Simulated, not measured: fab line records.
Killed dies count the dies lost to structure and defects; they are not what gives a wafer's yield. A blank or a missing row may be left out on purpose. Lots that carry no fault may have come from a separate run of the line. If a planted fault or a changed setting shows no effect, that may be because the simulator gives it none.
Which of the tools did it? | flow sky130 | 13 lots with 39 wafers sampled at 4 steps, on a route of 708 steps

WHAT THE GAUGES READ, wafer by wafer
SKY_NWELL_OVL_MEAS_10. Usual: NWELL_00_OVL typically reads 0.0 nm, with standard deviation 1.4.
lot  | measured     | on         | NWELL_00_OVL (nm) | flag
L573 | day 5 05:14  | overlay-02 | 1.0 0.5 -1.3      | 
L575 | day 5 17:58  | overlay-01 | -1.2 0.8 -0.9     | 
L576 | day 6 00:29  | overlay-01 | -0.1 -1.9 -0.5    | 
L577 | day 6 05:20  | overlay-01 | 0.3 0.0 -1.3      | 
L578 | day 6 10:35  | overlay-01 | -2.4 -3.2 -1.6    | 
L579 | day 6 18:11  | overlay-01 | 1.7 0.7 -0.5      | 
L580 | day 7 03:32  | overlay-02 | -0.9 0.0 0.4      | 
L581 | day 7 04:11  | overlay-01 | -1.2 -1.1 -0.3    | 
L586 | day 8 11:53  | overlay-01 | -1.8 -2.2 -0.6    | 
L587 | day 8 22:51  | overlay-01 | 2.6 2.1 2.5       | 
L588 | day 8 23:05  | overlay-02 | -1.0 -1.3 -1.0    | 
L591 | day 9 16:19  | overlay-01 | 0.9 2.3 0.9       | 
L593 | day 10 02:17 | overlay-01 | 1.3 0.0 1.2       | 

SKY_VT_ADJUST_HVTP_OVL_MEAS_08. Usual: VT_ADJUST_HVTP_OVL typically reads 0.1 nm, with standard deviation 1.6.
lot  | measured     | on         | VT_ADJUST_HVTP_OVL (nm) | flag
L573 | day 6 18:37  | overlay-01 | 0.4 -0.9 0.5            | 
L575 | day 7 09:46  | overlay-02 | 0.1 1.7 2.0             | 
L576 | day 7 15:46  | overlay-02 | -0.9 -3.7 -2.8          | 
L577 | day 7 22:19  | overlay-01 | 1.9 1.2 1.7             | 
L578 | day 8 02:43  | overlay-01 | -2.4 0.4 -1.0           | 
L579 | day 8 11:29  | overlay-02 | 0.6 -1.1 0.5            | 
L580 | day 8 21:58  | overlay-02 | 0.9 0.6 0.3             | 
L581 | day 8 22:16  | overlay-02 | -0.5 -1.0 0.9           | 
L586 | day 10 08:37 | overlay-01 | -0.6 0.9 -1.7           | 
L587 | day 10 23:17 | overlay-02 | -2.6 -1.6 -1.4          | 
L588 | day 10 19:31 | overlay-01 | -1.8 0.7 -0.1           | 
L591 | day 11 14:52 | overlay-02 | 2.8 1.8 3.0             | 
L593 | day 12 04:14 | overlay-02 | -0.3 0.5 0.1            | 

TOOL THAT RAN EACH LOT (tool first, then ch and the chambers of the sampled wafers, then the start)
lot  | SKY_FIELD_ISO_CMP_27         | SKY_NWELL_IMPLANT_24
L573 | cmp-01 ch 2,3, day 3 01:57   | implanter-04 ch 0, day 6 00:05
L575 | cmp-01 ch 1,3, day 3 10:51   | implanter-04 ch 0, day 6 13:46
L576 | cmp-01 ch 0,1, day 3 17:35   | implanter-04 ch 0, day 6 19:14
L577 | cmp-01 ch 0,1,2, day 3 21:44 | implanter-02 ch 0, day 7 01:16
L578 | cmp-02 ch 0,1,2, day 4 02:40 | implanter-04 ch 0, day 7 06:03
L579 | cmp-01 ch 0,1, day 4 08:20   | implanter-04 ch 0, day 7 14:14
L580 | cmp-01 ch 1,2, day 4 13:53   | implanter-04 ch 0, day 7 23:56
L581 | cmp-01 ch 0,2,3, day 4 19:34 | implanter-02 ch 0, day 8 00:46
L586 | cmp-01 ch 0,1,3, day 5 22:28 | implanter-04 ch 0, day 9 09:43
L587 | cmp-02 ch 2,3, day 6 05:47   | implanter-04 ch 0, day 10 00:08
L588 | cmp-01 ch 0,1,2, day 6 06:23 | implanter-02 ch 0, day 9 20:40
L591 | cmp-01 ch 2,3, day 6 21:21   | implanter-04 ch 0, day 10 15:07
L593 | cmp-02 ch 0,2, day 7 09:08   | implanter-01 ch 0, day 11 03:08
- SKY_FIELD_ISO_CMP_27: polishes, stops on Si3N4, t overpolish 16 s, target thk 457.8 nm.
- SKY_NWELL_IMPLANT_24

AS READ BY THE TOOLS THEMSELVES (means over the sampled wafers that have a number; for cases with no such wafer, the mark the record gives instead)
SKY_FIELD_ISO_CMP_27. Usual: motorCurrentA 12.2 A, standard deviation 1.1; overpolishRunS 16.000 s, standard deviation 0.0088; timeToEndpointS 111 s, standard deviation 3.5.
lot  | tool   | motorCurrentA (A) | overpolishRunS (s) | timeToEndpointS (s) | flag
L573 | cmp-01 | 12.6              | 16.005             | 106                 | 
L575 | cmp-01 | 12.3              | 15.996             | 111                 | 
L576 | cmp-01 | 11.4              | 16.008             | 110                 | 
L577 | cmp-01 | 11.9              | 16.008             | 111                 | 
L578 | cmp-02 | 13.3              | 15.998             | 109                 | 
L579 | cmp-01 | 11.0              | 15.999             | 113                 | 
L580 | cmp-01 | 12.0              | 16.004             | 114                 | 
L581 | cmp-01 | 11.9              | 15.993             | 112                 | 
L586 | cmp-01 | 11.3              | 16.000             | 110                 | 
L587 | cmp-02 | 12.7              | 16.001             | 109                 | 
L588 | cmp-01 | 12.2              | 16.004             | 112                 | 
L591 | cmp-01 | 12.3              | 15.992             | 116                 | 
L593 | cmp-02 | 14.0              | 16.005             | 108                 | 

SKY_NWELL_IMPLANT_24. Usual: doseIonsCm2 9.199e+12, standard deviation 1.1e+10; faradayCurrentUA 51.8, standard deviation 1.
lot  | tool         | doseIonsCm2 | faradayCurrentUA | flag
L573 | implanter-04 | 9.197e+12   | 50.9             | 
L575 | implanter-04 | 9.196e+12   | 50.9             | 
L576 | implanter-04 | 9.201e+12   | 52.4             | 
L577 | implanter-02 | 9.196e+12   | 50.8             | 
L578 | implanter-04 | 9.190e+12   | 51.5             | 
L579 | implanter-04 | 9.196e+12   | 50.6             | 
L580 | implanter-04 | 9.188e+12   | 52.5             | 
L581 | implanter-02 | 9.199e+12   | 51.3             | 
L586 | implanter-04 | 9.200e+12   | 52.3             | 
L587 | implanter-04 | 9.020e+12   | 50.3             | OFF
L588 | implanter-02 | 9.194e+12   | 52.2             | 
L591 | implanter-04 | 9.021e+12   | 51.1             | OFF
L593 | implanter-01 | 9.206e+12   | 51.4             | 

THE ANSWER, worked out from the rows above alone
Rule: lot off if the mean of its wafers having a number is beyond 3 standard deviations from the usual mean. Also off: a lot with no number at a reading for which 4 or more lots have one. All remaining lots with rows at the step are treated as sound. Order of review: gauges by route order, followed by the tools' own readings, for which a lot's mean as printed above is used. The first step at which some lot is off is used, and at that step the reading that is off furthest; a lot without a number counts as furthest.
Off, at SKY_NWELL_IMPLANT_24 on doseIonsCm2: L587, L591.
A tool fits if, at that step or a process step before it, it ran every lot that is off, and no sound lot after the first of them. One fits: implanter-04 at SKY_NWELL_IMPLANT_24. Its last sound lot is L586 (day 9 09:43), its first lot that is off L587 (day 10 00:08): a fault that began between those two fits.
On the lots that are off, the tool's own readings at SKY_NWELL_IMPLANT_24 differ by more than 5 times the standard deviation of the sound lots' means, which bears it out; doseIonsCm2 reads 9.020e+12 there versus 9.197e+12 on the sound lots.

WHAT HAD BEEN PUT IN BY THE SIMULATOR
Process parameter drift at SKY_NWELL_IMPLANT_24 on implanter-04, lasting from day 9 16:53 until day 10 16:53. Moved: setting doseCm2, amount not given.
Lots struck among those shown: L587, L591. This agrees with what the rule above found.
